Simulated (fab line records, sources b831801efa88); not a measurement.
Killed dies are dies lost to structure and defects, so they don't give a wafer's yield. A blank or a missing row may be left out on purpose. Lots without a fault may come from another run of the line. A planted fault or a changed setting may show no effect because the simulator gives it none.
Problem report in the 8D (eight disciplines) form, filled by code | flow sky130 | the parts of the form that need people (team, actions taken, sign-off) are left out

1. THE PROBLEM
SD_P_TW at SKY_SD_P_TW_MEAS_11 reads a mean of 2657 on 9 wafers of 3 lots; wafers without a fault read 2806 with a standard deviation of 24. That is -6.2 standard deviations from the usual mean.
First seen on wafer L403.2, day 27 01:59, on film_metro-02. The record holds 33 wafers of 11 lots with a number at this step. Rule for "out", or "out of limits": more than 4 standard deviations from the usual mean. The other wafers with a number count as sound.

2. WHAT IT IS AND WHAT IT IS NOT
question                    | is                           | is not
which readings at this step | SD_P_TW                      | -
which lots                  | L403, L404, L408             | L398, L399, L400, L402, L414, L419, L420, L421
which wafers of those lots  | all that have a number       | -
read on which gauges        | film_metro-01, film_metro-02 | film_metro-04
when                        | from day 27 01:59            | up to then (12 sound wafers); but 12 sound wafers of L414, L419, L420, L421 came after

3. SUSPECTS, AND WHAT RULES EACH OUT
Counting: a tool at a process step up to the reading stays a suspect if it ran every lot that is out and no sound lot after the first of them.
- the gauge at SKY_SD_P_TW_MEAS_11: ruled out. The wafers that are out were read on 2 gauges (film_metro-01, film_metro-02).
- implanter-04 at SKY_SD_P_IMPLANT_09: kept. It ran every lot that is out, first L403 (day 27 01:45), and no sound lot after that; its last sound lot up to then is L400 (day 26 07:50).
Left after counting: implanter-04 at SKY_SD_P_IMPLANT_09.

4. THE CAUSE (what the simulator had put in)
Process parameter drift: implanter-04, from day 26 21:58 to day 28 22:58, at SKY_SD_P_IMPLANT_09. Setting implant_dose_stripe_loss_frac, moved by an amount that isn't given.
Counting left only this tool.

5. THE CHAIN OF EFFECTS, in route order
Each row: a reading whose mean over the struck wafers that have a number lies more than 3 standard deviations from the usual. Only readings for which the record gives a usual standard deviation are gone through. hours: the time from each lot's start at the first step in this table that gives one to its start at this step, as a median over the lots. sigmas: the change in usual standard deviations.
hours | step                | reading                  | usual        | on struck wafers | change | sigmas
0     | SKY_SD_P_STRIP_10   | strip_time_to_endpoint_s | 17.51 s      | 16.97            | -0.54  | -14
0     | SKY_SD_P_TW_MEAS_11 | SD_P_TW                  | 2806         | 2657             | -149   | -6.2
57    | SKY_SD_N_RS_MEAS_17 | SD_P_RS                  | 146.9 ohm/sq | 151.2            | +4.3   | +13
The process steps in it:
- SKY_SD_P_STRIP_10: strips in O2/N2.
Later measuring or inspecting steps at which every struck wafer that the step has a row for has a number for every such reading, and none has moved that far: SKY_SD_N_RS_MEAS_16.

6. WHAT WOULD HAVE CAUGHT IT SOONER
In this record the first reading out of limits at a measuring or inspecting step was taken at day 27 01:59, 4 hours after the fault began at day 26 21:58.
Of the lots that are out (3), L404, L408 began SKY_SD_P_IMPLANT_09 on implanter-04 after day 27 01:59. A hold on the tool at that time would have spared those 2.
